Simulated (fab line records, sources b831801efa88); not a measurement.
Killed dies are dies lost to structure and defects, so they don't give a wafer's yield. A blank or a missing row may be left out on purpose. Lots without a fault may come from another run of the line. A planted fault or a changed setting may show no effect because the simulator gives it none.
Which tool did it? | flow sfq_line | 6 lots, 18 wafers sampled, at 2 steps of a route of 325

WHAT THE GAUGES READ, wafer by wafer
SFQ_L0_RS_MEAS_901: measures by four-point-probe.
lot  | measured    | on            | L0_MONX_KI_RS (ohm/sq)
L632 | day 1 17:34 | film_metro-02 | 43.5 43.5 43.6
L642 | day 3 19:36 | film_metro-03 | 43.4 59.8 43.4
L644 | day 4 05:44 | film_metro-03 | 43.1 42.9 43.0
L647 | day 4 20:36 | film_metro-02 | 43.3 43.4 43.2
L649 | day 5 06:37 | film_metro-02 | 43.5 43.8 44.1
L653 | day 6 02:35 | film_metro-02 | 43.3 43.2 43.0

WHICH TOOL RAN EACH LOT (tool, then ch and the chambers of the sampled wafers, then the start)
lot  | SFQ_TRILAYER_L0_DEP_SPUTTER_003
L632 | pvd_sputter-03, day 1 17:29
L642 | pvd_sputter-03, day 3 19:29
L644 | pvd_sputter-04, day 4 05:29
L647 | pvd_sputter-04, day 4 20:29
L649 | pvd_sputter-06, day 5 06:29
L653 | pvd_sputter-04, day 6 02:29
- SFQ_TRILAYER_L0_DEP_SPUTTER_003: material MoNx KI, target thk 40 nm, time 100 s.

THE ANSWER, worked out from the rows above alone
Rule: what is usual is taken from the lots themselves. Put in order of their means at a reading, lots are off if they are a third of the lots or fewer, leave a main group of 4 or more, and stand apart from it by a gap of 3 or more times the standard deviation of the main group's means; of several such gaps the widest counts. A main group whose means are all the same, to the digits that the tables above print for the reading, isn't used. A lot without any number at a reading at which 4 lots or more have one is off too. The other lots that the step has rows for count as sound.
Off: L642, at SFQ_L0_RS_MEAS_901 (L0_MONX_KI_RS). The main group: mean 43.4 ohm/sq, standard deviation 0.28.
A tool fits if, at a process step before that reading, it ran every lot that is off, and no sound lot after the first of them. The gauges at SFQ_L0_RS_MEAS_901 are tried like those tools. One fits: pvd_sputter-03 at SFQ_TRILAYER_L0_DEP_SPUTTER_003. Its last sound lot is L632 (day 1 17:29), its first lot that is off L642 (day 3 19:29): a fault that began between those two fits.

WHAT THE SIMULATOR HAD PUT IN
Site profile drift: pvd_sputter-03, from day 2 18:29 on, at SFQ_TRILAYER_L0_DEP_SPUTTER_003. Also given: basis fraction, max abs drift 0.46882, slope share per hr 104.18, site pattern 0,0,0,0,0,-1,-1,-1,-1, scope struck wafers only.
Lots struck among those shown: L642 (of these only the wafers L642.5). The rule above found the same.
